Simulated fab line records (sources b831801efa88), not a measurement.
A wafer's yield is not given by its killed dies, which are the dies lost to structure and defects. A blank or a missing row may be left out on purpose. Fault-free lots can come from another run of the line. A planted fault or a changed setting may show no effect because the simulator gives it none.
Chamber matching :: flow sfq line :: SFQ_TRILAYER_I3_DEP_PECVD_081 on pecvd-03 has 3 sister chambers
The step deposits SiO2 from SiH4/N2O, time 111.11 s, target thk 500 nm. 6 wafers are shown with their chamber, then 7 later ones without.

WAFERS WITH THEIR CHAMBER
wafer: L229.5
chamber: 2
heater power w (W): 65
throttle valve pct (%): 25.0

wafer: L232.6
chamber: 0
heater power w (W): 91
throttle valve pct (%): 23.4

wafer: L236.1
chamber: 0
heater power w (W): 84
throttle valve pct (%): 24.0

wafer: L236.6
chamber: 1
heater power w (W): 85
throttle valve pct (%): 24.5

wafer: L237.4
chamber: 1
heater power w (W): 83
throttle valve pct (%): 24.5

wafer: L237.5
chamber: 2
heater power w (W): 65
throttle valve pct (%): 24.9

WAFERS MISSING THEIR CHAMBER
wafer: L237.6
heater power w (W): 89
throttle valve pct (%): 23.7

wafer: L238.1
heater power w (W): 61
throttle valve pct (%): 25.0

wafer: L238.3
heater power w (W): 81
throttle valve pct (%): 23.9

wafer: L238.6
heater power w (W): 66
throttle valve pct (%): 25.1

wafer: L243.1
heater power w (W): 87
throttle valve pct (%): 24.1

wafer: L243.4
heater power w (W): 68
throttle valve pct (%): 25.1

wafer: L243.6
heater power w (W): 86
throttle valve pct (%): 24.3

THE CHAMBER EACH PASSED THROUGH
wafer: L237.6
from the rows above: 0
in truth: 0

wafer: L238.1
from the rows above: 2
in truth: 2

wafer: L238.3
from the rows above: can't be placed: 0 or 1
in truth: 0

wafer: L238.6
from the rows above: 2
in truth: 2

wafer: L243.1
from the rows above: can't be placed: 0 or 1
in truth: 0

wafer: L243.4
from the rows above: 2
in truth: 2

wafer: L243.6
from the rows above: can't be placed: 1 or 0
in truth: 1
Correct placement for 4 of the 7. Cannot be placed on the basis of these rows: 3; the candidates contain the true chamber in 3. Placed wrongly: 0.
How it was worked out, from the rows above alone: a wafer's distance from a chamber is the root of the sum, over the readings, of the square of ((its reading less the chamber's mean) divided by the reading's scatter). The wafer belongs to the nearest chamber; if the next one is less than 2 further off, it can't be placed. Each chamber's mean is taken over the wafers shown for it. How the scatter is found: for the shown wafers, subtract from each reading the mean of its chamber, square and add these, divide the total by (wafers less chambers), then take the root.
